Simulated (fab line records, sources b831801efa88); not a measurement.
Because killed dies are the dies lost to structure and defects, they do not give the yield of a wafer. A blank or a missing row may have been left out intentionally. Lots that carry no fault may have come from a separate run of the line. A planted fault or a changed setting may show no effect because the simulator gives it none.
Code-filled problem report in 8D (eight disciplines) form :: flow gf180mcu :: the parts of the form that need people (team, actions taken, sign-off) are left out

== 1. WHAT IS WRONG ==
Wafers free of any fault read 1195.8 ohm/sq (standard deviation 2.6) for LVPWELL_RS at GF_VT_IMPLANT_RS_MEAS_48, against a mean of 1112.7 ohm/sq on 6 wafers of 2 lots. That is -32 standard deviations from the usual mean.
The step: measures by four-point-probe.
Seen first at day 9 08:38 on film-metro-02, wafer L513.1. At this step, 36 wafers from 12 lots have a number in the record. By rule, "out" or "out of limits" means more than 4 standard deviations away from the usual mean. Any other wafer with a number is counted as sound.

== 2. WHAT IT IS; WHAT IT IS NOT ==
question: which readings at this step
is: LVPWELL_RS
is not: -

question: which lots
is: L513, L515
is not: L507, L508, L509, L510, L514, L517, L524, L525, L528, L529

question: which wafers of those lots
is: all that have a number
is not: -

question: read on which gauges
is: film-metro-02
is not: film-metro-01, film-metro-04

question: when
is: from day 9 08:38
is not: up to then (12 sound wafers); but 18 sound wafers of L514, L517, L524, L525, L528, L529 came after

== 3. WHAT RULES OUT EACH SUSPECT ==
Counting: a tool at any process step up to the reading remains a suspect when it ran all the lots that are out and ran no sound lot after the first of those.
- the gauge at GF_VT_IMPLANT_RS_MEAS_48: ruled out. All the wafers that are out were read on film-metro-02, but those of them that GF_LVPWELL_IMPLANT_09 has rows for are out there too, on other tools.
- plasma-asher-01 at GF_DNWELL_STRIP_08 (strips in O2/N2): ruled out as a lasting fault. The sound lots L514, L517, L524, L525, L529 went through it after L513, its earliest lot that is out (day 4 05:20).
- implanter-02 at GF_LVPWELL_IMPLANT_09: kept. All lots that are out passed through it, beginning with L513 at day 5 08:55, and no sound lot followed; its final sound lot before that point was L510 at day 4 13:32. Out on those wafers are its own readings of dose-ions-cm2, faraday-current-uA.
Left after counting: implanter-02 at GF_LVPWELL_IMPLANT_09.

== 4. THE CAUSE (what the simulator had put in) ==
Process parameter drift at GF_LVPWELL_IMPLANT_09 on implanter-02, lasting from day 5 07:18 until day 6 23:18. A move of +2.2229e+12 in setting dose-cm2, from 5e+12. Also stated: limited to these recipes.
After counting, this tool was the only one left.

== 5. THE EFFECT CHAIN, in route order ==
Rows list readings where the struck wafers' mean (over those with a number) sits beyond 3 standard deviations from the usual. Only readings for which the record gives a usual standard deviation are gone through. hours: the time from each lot's start at the first step in this table that gives one to its start at this step, as a median over the lots. sigmas: the change in usual standard deviations.
hours: 0
step: GF_LVPWELL_IMPLANT_09
reading: dose-ions-cm2
usual: 5e+12
on struck wafers: 7e+12
change: +2e+12
sigmas: +99 or more

hours: 0
step: GF_LVPWELL_IMPLANT_09
reading: faraday-current-uA
usual: 28.3
on struck wafers: 40.6
change: +12.3
sigmas: +23

hours: 98
step: GF_VT_IMPLANT_RS_MEAS_48
reading: LVPWELL_RS
usual: 1195.8 ohm/sq
on struck wafers: 1112.7
change: -83.1
sigmas: -32
Its process steps:
- GF_LVPWELL_IMPLANT_09

== 6. HOW IT WOULD HAVE BEEN CAUGHT EARLIER ==
97 hours passed between the start of the fault at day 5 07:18 and the first reading out of limits at a measuring or inspecting step in this record, taken at day 9 08:38.
At GF_LVPWELL_IMPLANT_09, the tool's own readings (dose-ions-cm2, faraday-current-uA) were out on each struck wafer the step has a row for, so an alarm limit on them would have fired on the first such wafer.
Lots out: 2; all had begun GF_LVPWELL_IMPLANT_09 on implanter-02 by day 9 08:38. Holding the tool at that point would not have protected any of them.
